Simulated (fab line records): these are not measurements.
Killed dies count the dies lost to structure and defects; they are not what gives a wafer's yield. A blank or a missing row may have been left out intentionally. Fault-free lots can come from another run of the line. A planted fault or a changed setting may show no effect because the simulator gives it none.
fab line records -- flow sky130
record: lots: 6, wafers: 18, lastDay: 50
route steps=708 shown METAL5@669 PASSIVATION@681 PAD_OPEN@708
lots that met no fault: from a run of the same line without faults
startH: start of the lot's first displayed wafer, in hours after the record's first day -- waitH: how many hours have passed since the lot's step before this one -- " identical to the entry in the row above -- L1.1+2: a single row standing in for several wafers -- - no value present, or no start provided -- * or withheld: withheld -- < > ~ a bound
route shown NAME@n: a module of which the file shows steps, and the number in the route of the first -- usual: the fault-free wafers' mean and standard deviation -- same: alike in all rows -- chamber/n: place in a boat -- sites: each site's reading -- _std_site: how widely they spread, as a standard deviation -- _edge_site: mean of outer sites minus mean of inner sites -- radiusMm: how far each site lies from the wafer's centre -- mask NAME#n: copy n -- behind: the tool/chamber that last shaped the wafer -- hold: cause of the lot's hold/its duration in hours/its outcome -- device: whichever transistor did not switch (one of n, p or np) -- end of line: tests of these same wafers at the route's end -- a step with no rows: only its recipe -- killed: the dies lost at the first sort to structure and to defects; this is not the yield of the wafer -- map: dies across one wafer; x = killed, . = not, _ = none there
set.NAME: the run value of the setting; set.NAME@STEP: its run value at that earlier step -- model.NAME: the simulator's own value behind a step, which no gauge read
lots seen at some steps along the route; tables by step, rows by wafer
services: a tool's chamber out of use, with start hour (startH, from the record's first day; less than 0 if before it), hours out, and reason
== steps ==
step: SKY_METAL5_HMDS_08
recipe: primeTimeS: 60, primeTempC: 120
step: SKY_METAL5_COAT_09
recipe: resist: NOVOLAK, spinRpm: 3000, resistThkNm: 1800
step: SKY_METAL5_SOFTBAKE_10
recipe: tempC: 90, timeS: 60, resist: NOVOLAK
step: SKY_METAL5_EXPOSE_11
recipe: maskId: MM5, na: 0.6, sourceShape: conventional, sigmaOuter: 0.6, polarization: unpolarized, targetCdNm: 1600, doseMj: 190
step: SKY_METAL5_PEB_12
recipe: tempC: withheld, timeS: *, resist: NOVOLAK
step: SKY_METAL5_DEVELOP_13
recipe: resist: NOVOLAK, developer: TMAH, developTimeS: 60, devTempC: 23
step: SKY_METAL5_DESCUM_14
recipe: chemistry: O2, sourcePowerW: 150, biasPowerW: 0, pressureMtorr: 10, tempC: 40, timeS: 11
usual: chamberPressureMTorr: 10.000/0.0081, drypumpMotorCurrentA: 5.9/0.35, oesProductAu: 0.994/0.0076
lot.wafer,tool,chamber,startH,waitH,chamberPressureMTorr,drypumpMotorCurrentA,oesProductAu,rfHoursCounterH
L589.1,rieMetal-01,0,1034.27,0.1,9.982,6.0,1.006,5
L589.2,rieMetal-01,1,1034.27,0.1,10.011,6.3,0.985,19
L589.4,rieMetal-01,1,1034.27,0.1,10.007,6.3,0.989,-
L591.2,rieMetal-02,0,1042.74,0.1,10.012,6.2,0.992,-
L591.5,rieMetal-02,0,1042.74,0.1,9.993,6.2,0.983,-
L591.6,rieMetal-02,0,1042.74,0.1,10.014,6.2,0.990,-
L603.1,rieMetal-02,1,1108.18,0.1,9.994,6.1,0.999,16
L603.3,rieMetal-02,1,1108.18,0.1,10.006,6.1,0.998,-
L603.5,rieMetal-02,1,1108.18,0.1,9.994,6.1,1.008,-
L610.3,rieMetal-03,0,1152.20,0.1,9.991,5.5,0.986,-
L610.4,rieMetal-03,0,1152.20,0.1,9.992,5.5,0.990,-
L610.6,rieMetal-03,0,1152.20,0.1,9.989,5.4,0.976,-
L611.1,rieMetal-03,0,1159.63,0.1,9.997,5.5,0.979,19
L611.2,rieMetal-03,0,1159.63,0.1,10.002,5.5,0.982,-
L611.4,rieMetal-03,0,1159.63,0.1,9.999,5.5,0.988,-
L612.1,rieMetal-03,0,1161.42,0.1,9.999,5.5,0.976,19
L612.3,rieMetal-03,0,1161.42,0.1,10.016,5.5,0.992,-
L612.6,rieMetal-03,0,1161.42,0.1,10.005,5.5,0.994,-
step: SKY_METAL5_METAL_ETCH_15
recipe: targetDepthA: 12600, stopOn: SiO2, overEtchFrac: 0.2, timeS: 252, chemistry: Cl2/BCl3, resistSidewallDeg: 86, pressureMtorr: 10, icpW: 900, biasW: 48.5, Cl2_flow_sccm: 60, bcl3FlowSccm: 30
usual: bcl3FlowSccm: 29.98/0.095, chamberPressureMTorr: 10.000/0.011, drypumpMotorCurrentA: 5.9/0.34, mfcCl2Sccm: 60.03/0.19, oesProductAu: 0.894/0.0049, throttleValvePct: 22.264/0.0088
lot.wafer,tool,chamber,startH,waitH,bcl3FlowSccm,chamberPressureMTorr,drypumpMotorCurrentA,mfcCl2Sccm,oesProductAu,rfHoursCounterH,throttleValvePct
L589.1,rieMetal-01,0,1034.30,0.0,29.96,9.989,6.0,60.14,0.895,5,22.263
L589.2,rieMetal-01,1,1034.30,0.0,29.85,10.006,6.3,59.86,0.898,19,22.279
L589.4,rieMetal-01,1,1034.30,0.0,29.94,9.998,6.3,60.17,0.894,-,22.265
L591.2,rieMetal-02,0,1042.88,0.1,29.94,9.992,6.2,59.95,0.900,-,22.253
L591.5,rieMetal-02,0,1042.88,0.1,30.05,10.006,6.2,60.17,0.888,-,22.252
L591.6,rieMetal-02,0,1042.88,0.1,29.82,10.026,6.2,60.15,0.890,-,22.261
L603.1,rieMetal-02,1,1108.21,0.0,29.91,10.006,6.1,59.88,0.900,16,22.255
L603.3,rieMetal-02,1,1108.21,0.0,29.94,10.001,6.1,60.12,0.892,-,22.262
L603.5,rieMetal-02,1,1108.21,0.0,30.07,9.994,6.1,59.83,0.898,-,22.268
L610.3,rieMetal-03,0,1152.40,0.2,29.82,9.997,5.5,60.16,0.897,-,22.276
L610.4,rieMetal-03,0,1152.40,0.2,29.88,10.006,5.5,60.12,0.891,-,22.272
L610.6,rieMetal-03,0,1152.40,0.2,29.73,10.005,5.5,59.74,0.893,-,22.254
L611.1,rieMetal-03,0,1159.70,0.1,29.96,9.999,5.5,59.83,0.899,19,22.283
L611.2,rieMetal-03,0,1159.70,0.1,30.09,10.008,5.5,60.00,0.894,-,22.285
L611.4,rieMetal-03,0,1159.70,0.1,30.01,10.007,5.5,59.89,0.880,-,22.270
L612.1,rieMetal-03,0,1161.49,0.1,29.91,9.984,5.5,60.05,0.896,19,22.263
L612.3,rieMetal-03,0,1161.49,0.1,29.89,10.006,5.5,60.06,0.891,-,22.274
L612.6,rieMetal-03,0,1161.49,0.1,30.07,10.016,5.5,60.00,0.904,-,22.272
step: SKY_METAL5_STRIP_16
recipe: chemistry: O2/N2, powerW: 1400, pressureMtorr: 1500, platenTempC: withheld, o2FlowSccm: 3000, n2FlowSccm: 300, overashFraction: 0.5
usual: chamberPressureMTorr: 1500.0/1.4, drypumpMotorCurrentA: 5.4/0.38, oesProductAu: 0.711/0.0047, stripTimeToEndpointS: 13.14/0.12
lot.wafer,tool,chamber,startH,waitH,chamberPressureMTorr,drypumpMotorCurrentA,oesProductAu,rfHoursCounterH,stripTimeToEndpointS
L589.1,plasmaAsher-04,1,1034.53,0.2,1497.3,5.4,0.708,87,13.22
L589.2,plasmaAsher-04,0,1034.53,0.2,1502.3,5.1,0.711,87,13.29
L589.4,plasmaAsher-04,1,1034.53,0.2,1500.8,5.4,0.707,-,13.32
L591.2,plasmaAsher-02,0,1043.27,0.3,1499.7,4.9,0.709,126,13.26
L591.5,plasmaAsher-02,1,1043.27,0.3,1498.7,5.7,0.707,-,13.14
L591.6,plasmaAsher-02,0,1043.27,0.3,1497.8,4.9,0.713,-,13.12
L603.1,plasmaAsher-03,0,1108.45,0.2,1501.2,6.1,0.714,31,12.92
L603.3,plasmaAsher-03,1,1108.45,0.2,1502.4,5.3,0.711,-,13.05
L603.5,plasmaAsher-03,0,1108.45,0.2,1497.5,6.1,0.712,-,13.00
L610.3,plasmaAsher-04,1,1152.75,0.3,1499.8,5.4,0.714,-,13.25
L610.4,plasmaAsher-04,0,1152.75,0.3,1501.2,5.1,0.712,-,13.16
L610.6,plasmaAsher-04,0,1152.75,0.3,1499.6,5.1,0.708,-,13.14
L611.1,plasmaAsher-02,0,1160.17,0.4,1500.1,4.9,0.704,8,13.28
L611.2,plasmaAsher-02,1,1160.17,0.4,1498.7,5.7,0.709,8,13.27
L611.4,plasmaAsher-02,1,1160.17,0.4,1499.2,5.7,0.708,-,13.25
L612.1,plasmaAsher-02,0,1161.96,0.4,1500.4,5.0,0.717,9,13.17
L612.3,plasmaAsher-02,1,1161.96,0.4,1498.4,5.7,0.709,-,13.09
L612.6,plasmaAsher-02,1,1161.96,0.4,1500.9,5.7,0.713,-,13.24
step: SKY_METAL5_STRIP_17
recipe: chemistry: postEtchResidueRemover, timeS: 1200, tempC: 72.5
step: SKY_METAL5_CLEAN_18
recipe: chemistry: IPA, timeS: 180, tempC: 25
step: SKY_METAL5_CLEAN_19
recipe: chemistry: O3/DIW, dry: n2Spin
step: SKY_PASSIVATION_CVD_00
recipe: material: SiO2, targetThkNm: 90, tempC: 400, timeS: withheld, rfW: 600
usual: heaterPowerW: 690/85, rfFwdPowerW: 589/3
lot.wafer,tool,chamber,startH,waitH,heaterPowerW,rfFwdPowerW,model.SiO2_of_PASSIVATION_CVD_00.thkNm
L589.1,pecvd-01,1,1035.13,0.0,588,592,87.58
L589.2,pecvd-01,2,1035.13,0.0,683,590,87.44
L589.4,pecvd-01,1,1035.13,0.0,599,590,89.96
L591.2,pecvd-01,2,1043.86,0.0,698,587,90.28
L591.5,pecvd-01,2,1043.86,0.0,567,588,89.62
L591.6,pecvd-01,1,1043.86,0.0,718,590,91.78
L603.1,pecvd-02,1,1109.04,0.0,762,595,88.53
L603.3,pecvd-02,2,1109.04,0.0,636,590,90.84
L603.5,pecvd-02,2,1109.04,0.0,633,590,91.49
L610.3,pecvd-01,1,1153.37,0.0,706,588,89.13
L610.4,pecvd-01,0,1153.37,0.0,644,683,95.17
L610.6,pecvd-01,1,1153.37,0.0,735,589,90.15
L611.1,pecvd-01,1,1160.79,0.0,653,591,88.92
L611.2,pecvd-01,2,1160.79,0.0,576,590,90.08
L611.4,pecvd-01,0,1160.79,0.0,686,678,94.86
L612.1,pecvd-04,1,1162.55,0.0,785,588,90.03
L612.3,pecvd-04,2,1162.55,0.0,777,587,90.09
L612.6,pecvd-04,1,1162.55,0.0,822,586,91.96
step: SKY_PASSIVATION_THK_MEAS_01
recipe: reads: SiO2_of_PASSIVATION_CVD_00
usual: PASSIVATION_CVD_00_THK: 90.1/1.1
lot.wafer,tool,chamber,startH,waitH,PASSIVATION_CVD_00_THK[nm]
L589.1,filmMetro-02,-,1035.16,-,87.6
L589.2,filmMetro-02,-,1035.16,-,87.4
L589.4,filmMetro-02,-,1035.16,-,90.0
L591.2,filmMetro-04,-,1043.90,-,90.3
L591.5,filmMetro-04,-,1043.90,-,89.6
L591.6,filmMetro-04,-,1043.90,-,91.7
L603.1,filmMetro-03,-,1109.06,-,88.5
L603.3,filmMetro-03,-,1109.06,-,91.0
L603.5,filmMetro-03,-,1109.06,-,91.5
L610.3,filmMetro-02,-,1153.41,-,89.1
L610.4,filmMetro-02,-,1153.41,-,95.1
L610.6,filmMetro-02,-,1153.41,-,90.2
L611.1,filmMetro-03,-,1160.81,-,88.9
L611.2,filmMetro-03,-,1160.81,-,90.1
L611.4,filmMetro-03,-,1160.81,-,94.9
L612.1,filmMetro-04,-,1162.57,-,90.1
L612.3,filmMetro-04,-,1162.57,-,90.1
L612.6,filmMetro-04,-,1162.57,-,92.0
step: SKY_PASSIVATION_CVD_02
recipe: material: Si3N4, targetThkNm: 540, tempC: 400, timeS: withheld, rfW: 450
usual: heaterPowerW: 736/86, rfFwdPowerW: 449.1/1.4
lot.wafer,tool,chamber,startH,waitH,heaterPowerW,rfFwdPowerW
L589.1,pecvd-02,0,1035.22,0.1,723,449.8
L589.2,pecvd-02,1,1035.22,0.1,801,449.2
L589.4,pecvd-02,2,1035.22,0.1,720,449.5
L591.2,pecvd-02,2,1043.95,0.0,770,448.5
L591.5,pecvd-02,2,1043.95,0.0,625,451.1
L591.6,pecvd-02,1,1043.95,0.0,764,450.1
L603.1,pecvd-04,0,1109.12,0.1,633,449.4
L603.3,pecvd-04,1,1109.12,0.1,889,446.5
L603.5,pecvd-04,1,1109.12,0.1,904,445.7
L610.3,pecvd-02,0,1153.45,0.0,760,449.6
L610.4,pecvd-02,0,1153.45,0.0,619,450.2
L610.6,pecvd-02,1,1153.45,0.0,650,451.7
L611.1,pecvd-02,2,1160.87,0.1,698,449.9
L611.2,pecvd-02,0,1160.87,0.1,748,446.6
L611.4,pecvd-02,2,1160.87,0.1,720,450.7
L612.1,pecvd-01,1,1162.63,0.1,753,450.2
L612.3,pecvd-01,2,1162.63,0.1,697,449.2
L612.6,pecvd-01,0,1162.63,0.1,785,449.6
step: SKY_PAD_OPEN_PROBE_99
usual: defectLimitedYield: 82.4/2.1, killed_at_M0_to_M3: 44/7.3, killed_at_M4_up: 3.0/1.9, killedAtContacts: 24/5, killedAtFrontEnd: 16/4.5, killedAtOther: 0.3/0.46, killedDies: 87/10, killedOpen: 47/8.3, killedShort: 39/6.4, sort_bin_3_pad_short: 0.8/0.43, sort_bin_5_function: 10.5/1.6, sort_bin_6_memory: 6.3/1.1, sortNPass: 405/10, sortYieldPct: 82.4/2.1
same: grossDies: 492, killedAtBackSide: 0, sort_bin_4_leakage[%]: 0, sort_bin_8_speed[%]: 0
lot.wafer,tool,chamber,startH,waitH,defectLimitedYield[%],killed_at_M0_to_M3,killed_at_M4_up,killedAtContacts,killedAtFrontEnd,killedAtOther,killedDies,killedOpen,killedShort,sort_bin_3_pad_short[%],sort_bin_5_function[%],sort_bin_6_memory[%],sortNPass,sortYieldPct[%]
L591.2,prober-01,-,1088.80,0.1,81.7,51,4,15,19,1,90,45,45,1.2,11.2,5.9,402,81.7
L591.5,prober-01,-,1088.95,0.2,82.7,44,1,25,15,0,85,48,37,0.8,10.4,6.1,407,82.7
L591.6,prober-01,-,1089.00,0.2,81.5,51,4,22,14,0,91,53,38,1.4,10.8,6.3,401,81.5
L603.1,prober-02,-,1149.18,0.1,84.1,41,1,26,9,1,78,45,33,1.4,8.7,5.7,414,84.1
L603.3,prober-02,-,1149.28,0.2,80.3,47,4,33,13,0,97,61,36,0.2,12.2,7.3,395,80.3
L603.5,prober-02,-,1149.38,0.2,80.7,49,8,18,19,1,95,50,45,0.4,11.2,7.7,397,80.7
L610.3,prober-02,-,1189.29,0.2,84.3,38,2,22,15,0,77,53,24,0.2,10.0,5.5,415,84.3
L610.4,prober-02,-,1189.34,0.2,83.9,47,1,20,11,0,79,45,34,0.2,9.3,6.5,413,83.9
L610.6,prober-02,-,1189.44,0.2,85.6,37,2,18,14,0,71,34,37,1.4,8.1,4.9,421,85.6
killed by level:class
L591.2 VIA1:geometricParticle:open=9 VIA3:geometricParticle:open=8 METAL2:geometricParticle:short=8 FIELD_ISO:geometricParticle:open=7 FIELD_ISO:geometricParticle:short=6 VIA2:geometricParticle:open=6 VIA3:geometricParticle:short=4 CONTACT:geometricParticle:short=4
L591.5 VIA3:geometricParticle:open=9 VIA1:geometricParticle:open=8 VIA2:geometricParticle:open=7 CONTACT:geometricParticle:open=6 FIELD_ISO:geometricParticle:open=5 LOCAL_INTERCONNECT:geometricParticle:short=5 LOCAL_INTERCONNECT:geometricParticle:open=5 CONTACT:geometricParticle:short=5
L591.6 VIA2:geometricParticle:open=12 LI_CONTACT:geometricParticle:open=8 VIA1:geometricParticle:short=8 VIA3:geometricParticle:open=8 VIA3:geometricParticle:short=6 FIELD_ISO:geometricParticle:open=5 METAL3:geometricParticle:short=4 POLY_GATE:geometricParticle:open=4
L603.1 CONTACT:geometricParticle:open=13 LI_CONTACT:geometricParticle:open=8 VIA2:geometricParticle:open=7 VIA1:geometricParticle:open=6 VIA3:geometricParticle:open=6 METAL2:geometricParticle:short=6 FIELD_ISO:geometricParticle:short=4 POLY_GATE:geometricParticle:short=4
L603.3 CONTACT:geometricParticle:open=15 LI_CONTACT:geometricParticle:open=10 VIA2:geometricParticle:open=8 VIA1:geometricParticle:open=7 VIA3:geometricParticle:open=7 VIA1:geometricParticle:short=5 METAL1:geometricParticle:short=4 METAL2:geometricParticle:short=4
L603.5 VIA1:geometricParticle:open=10 VIA1:geometricParticle:short=8 CONTACT:geometricParticle:open=8 VIA3:geometricParticle:open=7 POLY_GATE:geometricParticle:open=6 VIA2:geometricParticle:open=6 METAL4:geometricParticle:short=6 LI_CONTACT:geometricParticle:open=5
L610.3 CONTACT:geometricParticle:open=13 VIA1:geometricParticle:open=13 VIA3:geometricParticle:open=7 FIELD_ISO:geometricParticle:open=6 VIA2:geometricParticle:open=6 LI_CONTACT:geometricParticle:open=3 METAL1:geometricParticle:short=3 METAL2:geometricParticle:short=3
L610.4 VIA1:geometricParticle:open=9 VIA3:geometricParticle:open=8 CONTACT:geometricParticle:short=7 CONTACT:geometricParticle:open=7 VIA2:geometricParticle:open=7 METAL2:geometricParticle:short=7 VIA1:geometricParticle:short=4 POLY_GATE:geometricParticle:open=3
L610.6 METAL1:geometricParticle:short=8 CONTACT:geometricParticle:open=6 VIA2:geometricParticle:open=6 FIELD_ISO:geometricParticle:open=5 LI_CONTACT:geometricParticle:open=5 METAL2:geometricParticle:short=5 VIA2:geometricParticle:short=5 LOCAL_INTERCONNECT:geometricParticle:short=4
== services ==
tool,chamber,startH,hours,kind
plasmaAsher-03,-,1013.32,2.8,pm
pecvd-04,1,1016.92,2.2,repair
plasmaAsher-03,-,1017.33,1.6,repair
plasmaAsher-03,-,1018.53,10.4,repair
pecvd-01,0,1030.96,16.2,repair
rieMetal-02,1,1039.03,55.6,repair
plasmaAsher-03,-,1040.47,14.6,pm
plasmaAsher-02,-,1045.63,14.6,pm
rieMetal-03,-,1052.97,0.3,repair
plasmaAsher-02,-,1060.23,9.0,pm
pecvd-04,-,1064.46,1.4,repair
pecvd-04,-,1066.65,5.5,pm
pecvd-02,-,1076.26,5.5,pm
plasmaAsher-02,-,1084.42,4.3,pm
plasmaAsher-03,-,1084.63,0.3,repair
rieMetal-02,0,1087.64,10.5,repair
rieMetal-01,-,1091.85,0.4,repair
rieMetal-02,-,1103.74,0.8,repair
pecvd-01,-,1107.59,0.5,repair
rieMetal-02,-,1124.55,1.8,repair
plasmaAsher-03,-,1139.93,2.4,repair
pecvd-01,-,1150.93,0.6,repair
plasmaAsher-02,-,1157.77,2.0,repair
plasmaAsher-04,-,1158.25,3.0,repair
== key ==
firstSign: step: SKY_PASSIVATION_CVD_00, reading: rfFwdPowerW, direction: up, sigmas: 30, usual: 589, struck: 681
effect: step: SKY_PASSIVATION_THK_MEAS_01, reading: PASSIVATION_CVD_00_THK, direction: up, sigmas: 4.5, usual: 90.1, struck: 95.0
modelEffect: step: SKY_PASSIVATION_CVD_00, value: SiO2_of_PASSIVATION_CVD_00.thkNm, without: 90.89, struck: 95.02
metAt SKY_PASSIVATION_CVD_00
struckWafers L610.4,L611.4
fault: kind: processParameterDrift, tool: pecvd-01, chamber: 0, onsetH: 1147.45, steps: SKY_PASSIVATION_CVD_00, channel: rfW, offset: 96, shape: step, endH: 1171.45, actsIn: theseRecipesOnly, stated: 600
